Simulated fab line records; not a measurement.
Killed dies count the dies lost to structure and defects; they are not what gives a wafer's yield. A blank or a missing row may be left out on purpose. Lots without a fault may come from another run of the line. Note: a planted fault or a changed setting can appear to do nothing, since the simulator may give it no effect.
fab line records | flow gf180mcu
record: lots: 7 | wafers: 21 | lastDay: 34
route steps=602 shown MVSD@72 MVPSD@78
lots that met no fault: from a run of the same line without faults
startH: hours from the record's first day to the start of the lot's first wafer shown | waitH: hours since the lot's step before | " the same as in the row above | L1.1+2: one row covering several wafers at once | - value missing, or start not given | * or withheld: withheld | < > ~ a bound
route shown NAME@n: NAME is a module with steps in the file, n the number in the route of the first one | usual: mean and standard deviation over wafers with no fault | same: alike in all rows | chamber/n: place in a boat | sites: the reading at each site | _std_site: their standard deviation | _edge_site: mean of outer sites minus mean of inner sites | radiusMm: for every site, how far away it sits from the centre of the wafer | mask NAME#n: copy n | behind: the tool/chamber that last shaped the wafer | hold: why the lot went on hold/how many hours it stayed there/how the hold came to an end | device: names the non-switching transistor (n, p or np) | end of line: the tests these same wafers got at the end of their route | where a step has no rows: the recipe by itself | killed: at the first sort, the dies lost to defects and structure; wafer yield is something else | map: shows each die of a wafer: x if killed, . if not, _ if none is there
set.NAME: setting as actually run; set.NAME@STEP: the setting as run at that earlier step | model.NAME: the simulator's own value behind a step, which no gauge read
lots at some steps of the route; a table a step, a row a wafer
services: from which hour (startH, from the record's first day; less than 0 if before it) a tool's chamber was out of use, for how many hours, and why
== steps ==
step: GF_MVSD_DEVELOP_06
recipe: wallAngleDeg: 90 | developTimeS: 60 | devTempC: 23
step: GF_MVSD_OVL_MEAS_07
usual: MVSD_OVL: -1.1/1.5
lot.wafer | tool       | chamber | startH | waitH | MVSD_OVL[nm]
L816.1    | overlay-02 | -       | 110.38 | -     | -2.2
L816.3    | "          | -       | "      | "     | 0.8
L816.4    | "          | -       | "      | "     | -1.3
L822.1    | overlay-02 | -       | 145.93 | -     | 0.4
L822.2    | "          | -       | "      | "     | 1.0
L822.6    | "          | -       | "      | "     | 1.9
L830.3    | overlay-01 | -       | 192.62 | -     | 0.8
L830.5    | "          | -       | "      | "     | -1.6
L830.6    | "          | -       | "      | "     | -0.4
L831.1    | overlay-01 | -       | 200.67 | -     | -3.0
L831.5    | "          | -       | "      | "     | -1.9
L831.6    | "          | -       | "      | "     | -2.7
L832.2    | overlay-01 | -       | 204.40 | -     | 0.6
L832.4    | "          | -       | "      | "     | -0.6
L832.5    | "          | -       | "      | "     | -0.6
L833.1    | overlay-01 | -       | 211.23 | -     | -0.1
L833.5    | "          | -       | "      | "     | -0.6
L833.6    | "          | -       | "      | "     | 0.6
L834.3    | overlay-01 | -       | 215.14 | -     | -0.2
L834.4    | "          | -       | "      | "     | 0.5
L834.6    | "          | -       | "      | "     | 0.7
step: GF_MVSD_IMPLANT_08
recipe: species: P | energyKev: 400 | doseCm2: 1.6e+13 | tiltDeg: 0
step: GF_MVSD_IMPLANT_09
recipe: species: P | energyKev: 100 | doseCm2: 5e+12 | tiltDeg: 0
step: GF_MVSD_STRIP_10
recipe: chemistry: O2/N2 | powerW: 1400 | pressureMtorr: 1500 | platenTempC: 250 | o2FlowSccm: 3000 | n2FlowSccm: 300 | overashFraction: 0.5
usual: chamberPressureMTorr: 1499.8/1.5 | drypumpMotorCurrentA: 6.0/0.31 | heaterPowerW: 326/59 | oesProductAu: 0.723/0.0044 | platenTempC: 250.01/0.17 | stripTimeToEndpointS: 36.91/0.12
lot.wafer | tool           | chamber | startH | waitH | chamberPressureMTorr | drypumpMotorCurrentA | heaterPowerW | oesProductAu | platenTempC | rfHoursCounterH | stripTimeToEndpointS
L816.1    | plasmaAsher-04 | 0       | 110.71 | 0.1   | 1500.0               | 6.0                  | 270          | 0.728        | 250.04      | 31              | 36.98
L816.3    | "              | 0       | "      | "     | 1500.1               | 5.9                  | 271          | 0.714        | 250.16      | -               | 37.02
L816.4    | "              | 1       | "      | "     | 1498.5               | 6.1                  | 383          | 0.720        | 249.80      | -               | 36.92
L822.1    | plasmaAsher-01 | 0       | 146.26 | 0.1   | 1500.8               | 6.4                  | 247          | 0.722        | 249.84      | 54              | 37.00
L822.2    | "              | 1       | "      | "     | 1502.4               | 6.0                  | 318          | 0.725        | 250.23      | 54              | 36.98
L822.6    | "              | 0       | "      | "     | 1499.0               | 6.4                  | 242          | 0.723        | 249.91      | -               | 36.96
L830.3    | plasmaAsher-04 | 0       | 192.98 | 0.1   | 1502.4               | 6.0                  | 268          | 0.719        | 249.79      | -               | 37.02
L830.5    | "              | 1       | "      | "     | 1499.4               | 6.0                  | 385          | 0.721        | 250.07      | -               | 36.89
L830.6    | "              | 0       | "      | "     | 1497.4               | 5.9                  | 279          | 0.721        | 250.03      | -               | 36.87
L831.1    | plasmaAsher-02 | 1       | 201.01 | 0.1   | 1499.9               | 6.2                  | 418          | 0.729        | 250.08      | 61              | 36.68
L831.5    | "              | 0       | "      | "     | 1498.9               | 5.3                  | 304          | 0.723        | 249.79      | -               | 36.80
L831.6    | "              | 1       | "      | "     | 1499.1               | 6.3                  | 410          | 0.723        | 249.90      | -               | 36.79
L832.2    | plasmaAsher-01 | 1       | 204.73 | 0.1   | 1499.6               | 6.0                  | 330          | 0.723        | 249.82      | 60              | 36.90
L832.4    | "              | 1       | "      | "     | 1498.9               | 6.0                  | 318          | 0.732        | 249.77      | -               | 36.95
L832.5    | "              | 0       | "      | "     | 1498.7               | 6.4                  | 252          | 0.718        | 249.97      | -               | 36.86
L833.1    | plasmaAsher-04 | 0       | 211.56 | 0.1   | 1499.5               | 6.0                  | 272          | 0.726        | 249.95      | 43              | 36.65
L833.5    | "              | 1       | "      | "     | 1501.4               | 6.1                  | 392          | 0.723        | 250.18      | -               | 36.63
L833.6    | "              | 0       | "      | "     | 1500.8               | 6.0                  | 275          | 0.729        | 250.01      | -               | 36.74
L834.3    | plasmaAsher-04 | 0       | 215.50 | 0.1   | 1501.2               | 6.0                  | 276          | 0.723        | 249.92      | -               | 36.84
L834.4    | "              | 1       | "      | "     | 1500.3               | 6.1                  | 383          | 0.722        | 250.16      | -               | 36.86
L834.6    | "              | 1       | "      | "     | 1500.6               | 6.0                  | 385          | 0.725        | 249.98      | -               | 36.84
step: GF_MVSD_TW_MEAS_11
usual: MVSD_TW: 1568/13
lot.wafer | tool         | chamber | startH | waitH | MVSD_TW
L816.1    | filmMetro-01 | -       | 110.81 | 0.1   | 1580
L816.3    | "            | -       | "      | "     | 1570
L816.4    | "            | -       | "      | "     | 1580
L822.1    | filmMetro-04 | -       | 146.36 | 0.1   | 1561
L822.2    | "            | -       | "      | "     | 1559
L822.6    | "            | -       | "      | "     | 1559
L830.3    | filmMetro-04 | -       | 193.07 | 0.1   | 1571
L830.5    | "            | -       | "      | "     | 1568
L830.6    | "            | -       | "      | "     | 1572
L831.1    | filmMetro-01 | -       | 201.11 | 0.1   | 1588
L831.5    | "            | -       | "      | "     | 1593
L831.6    | "            | -       | "      | "     | 1588
L832.2    | filmMetro-01 | -       | 204.84 | 0.1   | 1583
L832.4    | "            | -       | "      | "     | 1582
L832.5    | "            | -       | "      | "     | 1588
L833.1    | filmMetro-03 | -       | 211.66 | 0.1   | 1559
L833.5    | "            | -       | "      | "     | 1563
L833.6    | "            | -       | "      | "     | 1558
L834.3    | filmMetro-01 | -       | 215.58 | 0.1   | 1593
L834.4    | "            | -       | "      | "     | 1590
L834.6    | "            | -       | "      | "     | 1577
step: GF_MVPSD_DEHYDRATE_00
recipe: tempC: 200 | timeS: 60
step: GF_MVPSD_HMDS_01
recipe: primeTimeS: 60 | primeTempC: 120
step: GF_MVPSD_COAT_02
recipe: spinRpm: 2000 | resistThkNm: 3000
step: GF_MVPSD_SOFTBAKE_03
recipe: tempC: 110 | timeS: withheld
step: GF_MVPSD_EXPOSE_04
recipe: maskId: MVPSD | targetCdNm: 1000 | na: 0.6 | sourceShape: conventional | sigmaOuter: 0.6 | doseMj: 260
step: GF_MVPSD_PEB_05
recipe: tempC: 115 | timeS: withheld
step: GF_MVPSD_DEVELOP_06
recipe: wallAngleDeg: 90 | developTimeS: 60 | devTempC: 23
usual: chillPlateTempC: 22.98/0.1 | developTimeS: 60/0
lot.wafer | tool          | chamber | startH | waitH | chillPlateTempC | developTimeS
L816.1    | lithoTrack-03 | 0       | 125    | -     | 22.87           | 60
L816.3    | "             | 0       | "      | "     | 22.90           | 60
L816.4    | "             | 0       | "      | "     | 22.92           | 60
L822.1    | lithoTrack-02 | 0       | 161    | -     | 22.69           | 60
L822.2    | "             | 0       | "      | "     | 22.82           | 60
L822.6    | "             | 0       | "      | "     | 22.85           | 60
L830.3    | lithoTrack-03 | -       | 210    | -     | -               | -
L830.5    | "             | -       | "      | "     | -               | -
L830.6    | "             | -       | "      | "     | -               | -
L831.1    | lithoTrack-02 | -       | 217    | -     | -               | -
L831.5    | "             | -       | "      | "     | -               | -
L831.6    | "             | -       | 218    | -     | -               | -
L832.2    | lithoTrack-03 | -       | 222    | -     | -               | -
L832.4    | "             | -       | "      | "     | -               | -
L832.5    | "             | -       | "      | "     | -               | -
L833.1    | lithoTrack-04 | 0       | 229    | -     | 22.94           | 60
L833.5    | "             | 0       | "      | "     | 22.96           | 60
L833.6    | "             | 0       | "      | "     | 23.12           | 60
L834.3    | lithoTrack-02 | 0       | 232    | -     | 22.89           | 60
L834.4    | "             | 0       | "      | "     | 22.78           | 60
L834.6    | "             | 0       | "      | "     | 22.71           | 60
step: GF_MVPSD_OVL_MEAS_07
usual: MVPSD_OVL: 0.0/1.6
lot.wafer | tool       | chamber | startH | waitH | MVPSD_OVL[nm]
L816.1    | overlay-01 | -       | 125.68 | -     | 1.9
L816.3    | "          | -       | "      | "     | 2.4
L816.4    | "          | -       | "      | "     | 4.8
L822.1    | overlay-01 | -       | 161.68 | -     | 0.1
L822.2    | "          | -       | "      | "     | 1.3
L822.6    | "          | -       | "      | "     | -0.7
L830.3    | overlay-01 | -       | 210.89 | -     | -
L830.5    | "          | -       | "      | "     | -
L830.6    | "          | -       | "      | "     | -
L831.1    | overlay-01 | -       | 218.03 | -     | -
L831.5    | "          | -       | "      | "     | -
L831.6    | "          | -       | "      | "     | -
L832.2    | overlay-01 | -       | 222.38 | -     | -
L832.4    | "          | -       | "      | "     | -
L832.5    | "          | -       | "      | "     | -
L833.1    | overlay-01 | -       | 229.69 | -     | -1.1
L833.5    | "          | -       | "      | "     | -1.9
L833.6    | "          | -       | "      | "     | -0.5
L834.3    | overlay-01 | -       | 232.94 | -     | -1.3
L834.4    | "          | -       | "      | "     | 1.3
L834.6    | "          | -       | "      | "     | 1.1
== services ==
tool           | chamber | startH | hours | kind
plasmaAsher-01 | -       | 107.36 | 0.8   | repair
lithoTrack-02  | -       | 134.95 | -     | consumableReplace:filter
plasmaAsher-01 | -       | 162.47 | 5.6   | repair
== key ==
firstSign: step: GF_MVPSD_DEVELOP_06 | reading: toolRecord | direction: missing
effect none on later readings
metAt GF_MVPSD_DEVELOP_06
struckWafers L830.3,L830.5,L830.6,L831.1,L831.5,L831.6,L832.2,L832.4,L832.5
sortLeftOut L830.3,L830.5,L830.6,L831.1,L831.5,L831.6,L832.2,L832.4,L832.5
testerLeftOut L830,L831,L832
onsetBetween 161 210
fault: kind: skippedStepWhole | tool: lithoTrack-02,lithoTrack-03 | chamber: - | onsetH: 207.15 | steps: GF_MVPSD_DEVELOP_06 | scope: struckLotsOnly
testerLeftOut: of these lots the tester's yield and bins aren't shown, on N5 and GAA mostly nor the transistor test; their killed dies are dies lost to structure and defects alone, not to doping, threshold or leakage, so they don't give the yield
sortLeftOut: the simulated sort isn't trusted on such a fault, so these wafers' sort isn't shown, and their yield isn't known
